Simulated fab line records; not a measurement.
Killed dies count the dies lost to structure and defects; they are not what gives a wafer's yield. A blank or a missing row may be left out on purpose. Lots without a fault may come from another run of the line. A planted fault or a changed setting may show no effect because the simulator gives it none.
Comparing a struck lot with a sound one || flow sky130 || 34 out of 708 route steps
Sound: these wafers, L899.1, L899.3, L899.6. Wafers struck: L905.3, L905.5, L905.6. Last of all comes the cause.
At each step with rows: each side's tool, then ch and its chambers, then its first start. Under that, the readings that differ: sound wafers || struck wafers || difference of the means || sigmas: that difference in standard deviations of wafers without a fault.
alike: same words and numbers on both sides, and readings whose means sit less than 2 such deviations apart. not compared: any withheld reading, any reading some wafer has no value for, any bound like >300 that may hide the same value, and any number with overlapping values for which the record gives no deviation.
A row with sigmas, a row that says differs or no value, or rows on one side alone: a step with any of these is where the two part. Non-overlapping numbers with no deviation appear without sigmas and do not part them. A reading missing from all wafers of one side parts the sides only when that side holds two or more wafers.

first, 9 steps without rows for these wafers: SKY_METAL3_DESCUM_15 (chemistry O2, time 8 s); SKY_METAL3_ETCH_16 (etches BARC in N2/H2, stops on SiO2, time 88.2 s, target depth 60 nm); SKY_METAL3_ETCH_17 (etches SiO2 in C4F8/O2/Ar, stops on TiN, time 3.9 s, target depth 15 nm); SKY_METAL3_METAL_ETCH_18 (etches the open film in Cl2/BCl3, stops on SiO2, target depth 845 nm, time 183.1 s); SKY_METAL3_STRIP_19 (strips in O2/N2); SKY_METAL3_STRIP_20 (strips in post etch residue remover, time 1200 s); SKY_METAL3_CLEAN_21 (cleans in IPA, time 180 s); SKY_METAL3_CLEAN_22 (cleans in O3/DIW); SKY_VIA3_HDPCVD_00 (deposits SiO2, target thk 1635 nm, time 272.5 s).
SKY_VIA3_CMP_02: polishes SiO2.
  sound on cmp-01 ch 1,2, day 40 06:45; struck on cmp-01 ch 0,1,3, day 41 23:02
  alike: headPressurePsi, motorCurrentA
then, 23 steps without rows for these wafers: SKY_VIA3_DEHYDRATE_04 (time 60 s); SKY_VIA3_HMDS_05 (prime time 60 s); SKY_VIA3_COAT_06 (resist thk 60 nm); SKY_VIA3_COAT_07 (resist thk 450 nm); SKY_VIA3_SOFTBAKE_08 (time 90 s); SKY_VIA3_EXPOSE_09 (exposes mask VIM3, target cd 200 nm); SKY_VIA3_PEB_10; SKY_VIA3_DEVELOP_11 (develop time 60 s); SKY_VIA3_ETCH_14 (etches BARC in N2/H2, stops on SiO2, time 45.9 s, target depth 60 nm); SKY_VIA3_ETCH_15 (etches SiO2 in C4F8/O2/Ar, stops on TiN, target depth 507 nm, time 78 s); SKY_VIA3_STRIP_16 (strips in O2/N2); SKY_VIA3_STRIP_17 (strips in post etch residue remover, time 1200 s); SKY_VIA3_CLEAN_18 (cleans in IPA, time 180 s); SKY_VIA3_CLEAN_19 (cleans in O3/DIW); SKY_VIA3_SPUTTER_20 (material TiN, target thk 20 nm, time 80 s); SKY_VIA3_CVD_21 (deposits W, target thk 390 nm, time 117.31 s); SKY_VIA3_CMP_24 (polishes, stops on SiO2, t overpolish 20 s, target thk 0 nm); SKY_METAL4_SPUTTER_00 (material Ti, target thk 15 nm, time 10 s); SKY_METAL4_SPUTTER_01 (material TiN, target thk 20 nm, time 16.7 s); SKY_METAL4_SPUTTER_02 (material AlCu, target thk 735 nm, time 39.1 s); SKY_METAL4_SPUTTER_03 (material Ti, target thk 5 nm, time 3.3 s); SKY_METAL4_SPUTTER_04 (material TiN, target thk 70 nm, time 58.3 s); SKY_CAP2M_CVD_00 (deposits SiO2, target thk 15.5 nm).
-- the record jumps here: 7 days lie between the struck wafers' starts before and after (it left off in module CAP2M and takes up again in module PAD_OPEN, whose first step shown is number 708 of the route) --
SKY_PAD_OPEN_PROBE_99:
  sound: prober-01 at day 47 04:57; struck: prober-01 at day 48 14:11
{"reading": "killed_at_M0_to_M3", "sound": "59 47 53", "struck": "194 207 192", "difference": "+145", "sigmas": "+20"}
{"reading": "killedDies", "sound": "98 88 100", "struck": "249 238 222", "difference": "+141", "sigmas": "+13"}
{"reading": "killedOnRim", "sound": "18 15 17", "struck": "47 42 40", "difference": "+26", "sigmas": "+7"}
{"reading": "killedOpen", "sound": "52 43 58", "struck": "43 33 26", "difference": -17, "sigmas": -2}
{"reading": "model.etest.tester.sortNPass", "sound": "394 404 392", "struck": "243 254 270", "difference": -141, "sigmas": ""}
{"reading": "model.etest.tester.sortYieldPct (%)", "sound": "80.08 82.11 79.67", "struck": "49.39 51.63 54.88", "difference": -28.65, "sigmas": ""}
{"reading": "model.etest.tester.sort_bin_5_pct (%)", "sound": "10.37 8.537 11.79", "struck": "31.71 31.5 28.46", "difference": "+20.32", "sigmas": ""}
{"reading": "model.etest.tester.sort_bin_6_pct (%)", "sound": "8.333 8.333 7.52", "struck": "15.85 13.41 13.21", "difference": "+6.09", "sigmas": ""}
{"reading": "model.etest.tester.sort_bin_3_pct (%)", "sound": "1.22 1.016 1.016", "struck": "3.049 3.455 3.455", "difference": "+2.236", "sigmas": ""}
  alike: killed_at_M4_up, killedAtContacts, killedAtFrontEnd, killedAtOther, killedShort
  not compared: model.etest.tipSonos.rsOhmSqRange, model.etest.tipSonos.rsOhmSqRimLessCentre, model.etest.sonosUncharged.rOnOhmUm

== WHERE THEY PART ==
Only at SKY_PAD_OPEN_PROBE_99, as far as this record shows.

WHY: what the simulator had put in
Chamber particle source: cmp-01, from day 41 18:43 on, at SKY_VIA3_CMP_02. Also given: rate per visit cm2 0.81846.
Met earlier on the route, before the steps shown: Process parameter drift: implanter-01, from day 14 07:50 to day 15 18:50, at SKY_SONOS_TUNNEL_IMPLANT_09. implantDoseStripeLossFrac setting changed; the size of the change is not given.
